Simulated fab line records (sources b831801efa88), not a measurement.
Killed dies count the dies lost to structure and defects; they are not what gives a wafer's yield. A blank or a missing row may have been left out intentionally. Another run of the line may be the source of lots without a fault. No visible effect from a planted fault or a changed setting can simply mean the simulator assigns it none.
Which tool was responsible? | flow sky130 | 36 wafers from 12 lots sampled at 3 of the route's 708 steps

WHAT THE GAUGES READ, wafer by wafer
SKY_VIA3_BOW_MEAS_03. Usual: VIA3_BOW 79 um, standard deviation 8.3.
lot  | measured     | on            | VIA3_BOW (um) | flag
L622 | day 38 14:26 | film metro-03 | 53 68 65      |
L623 | day 38 15:17 | film metro-03 | 72 85 79      |
L624 | day 39 04:48 | film metro-01 | 95 80 79      |
L625 | day 39 06:50 | film metro-03 | 72 70 66      |
L627 | day 40 02:15 | film metro-01 | 62 78 77      |
L628 | day 40 10:46 | film metro-04 | 71 91 87      |
L629 | day 40 11:41 | film metro-03 | 72 84 76      |
L630 | day 41 22:15 | film metro-03 | 93 95 83      |
L636 | day 42 18:28 | film metro-01 | 74 94 81      |
L637 | day 43 05:01 | film metro-04 | 81 93 96      |
L638 | day 43 05:24 | film metro-01 | 81 82 75      |
L640 | day 43 13:05 | film metro-03 | 82 78 78      |

EACH LOT AND THE TOOL THAT RAN IT (in order: tool; ch and the chambers of the sampled wafers; start)
lot  | SKY_VIA1_HDPCVD_00               | SKY_METAL3_ETCH_17
L622 | hdpcvd-01 ch 1,2, day 32 18:46   | rie diel-04 ch 0,1,3, day 38 13:07
L623 | hdpcvd-02 ch 0,1,2, day 32 21:12 | rie diel-03 ch 0,1,2, day 38 13:55
L624 | hdpcvd-02 ch 1,2, day 33 11:34   | rie diel-03 ch 1,2,3, day 39 03:28
L625 | hdpcvd-01 ch 0,2, day 33 12:49   | rie diel-01 ch 0,2, day 39 05:31
L627 | hdpcvd-02 ch 1,2, day 34 11:19   | rie diel-04 ch 1,3, day 40 00:54
L628 | hdpcvd-02 ch 0,2, day 34 17:55   | rie diel-04 ch 1,2, day 40 09:25
L629 | hdpcvd-02 ch 0,1,2, day 34 21:25 | rie diel-01 ch 0,3, day 40 10:22
L630 | hdpcvd-01 ch 0,1, day 36 08:31   | rie diel-01 ch 1,2,3, day 41 20:55
L636 | hdpcvd-02 ch 0,2, day 37 08:55   | rie diel-04 ch 0,2,3, day 42 17:09
L637 | hdpcvd-02 ch 1,2, day 37 19:51   | rie diel-04 ch 0,1,2, day 43 03:42
L638 | hdpcvd-01 ch 0,2, day 37 19:55   | rie diel-03 ch 1,2,3, day 43 04:03
L640 | hdpcvd-01 ch 0,1, day 38 06:22   | rie diel-01 ch 0,2,3, day 43 11:34
- SKY_VIA1_HDPCVD_00: deposits SiO2, target thk 1030 nm, time 171.7 s.
- SKY_METAL3_ETCH_17: etches SiO2 in C4F8/O2/Ar, stops on TiN, time 3.9 s, target depth 15 nm.

WHAT THE TOOLS THEMSELVES READ (means of the sampled wafers that have a number; where no wafer has one, the mark that the record gives instead)
SKY_METAL3_ETCH_17. Usual: bias w 1200 W, standard deviation 3.5; oes product au 0.755 a.u., standard deviation 0.0075.
lot  | tool        | bias w (W) | oes product au (a.u.) | flag
L622 | rie diel-04 | 1202       | 0.756                 |
L623 | rie diel-03 | 1198       | 0.753                 |
L624 | rie diel-03 | 1199       | 0.762                 |
L625 | rie diel-01 | 1200       | 0.757                 |
L627 | rie diel-04 | 1198       | 0.759                 |
L628 | rie diel-04 | 1201       | 0.744                 |
L629 | rie diel-01 | 1199       | 0.755                 |
L630 | rie diel-01 | 1199       | 0.754                 |
L636 | rie diel-04 | 1201       | 0.749                 |
L637 | rie diel-04 | 1200       | 0.761                 |
L638 | rie diel-03 | 1200       | 0.751                 |
L640 | rie diel-01 | 1201       | 0.754                 |

THE ANSWER, worked out from the rows above alone
Rule: take the mean of a lot's wafers that have a number; if it is more than 3 standard deviations from the usual mean, the lot is off. Also off: a lot with no number at a reading for which 4 or more lots have one. Where the step has rows for the other lots, those lots are counted as sound. After the gauges, taken in route order, come the tools' own readings; for these a lot's mean is taken, as printed above. At the first step where some lot is off, the reading lying furthest off is the one used; lots without a number count as furthest.
Across all readings shown, no lot is off: no conclusion can be drawn from this.

WHAT HAD BEEN PUT IN BY THE SIMULATOR
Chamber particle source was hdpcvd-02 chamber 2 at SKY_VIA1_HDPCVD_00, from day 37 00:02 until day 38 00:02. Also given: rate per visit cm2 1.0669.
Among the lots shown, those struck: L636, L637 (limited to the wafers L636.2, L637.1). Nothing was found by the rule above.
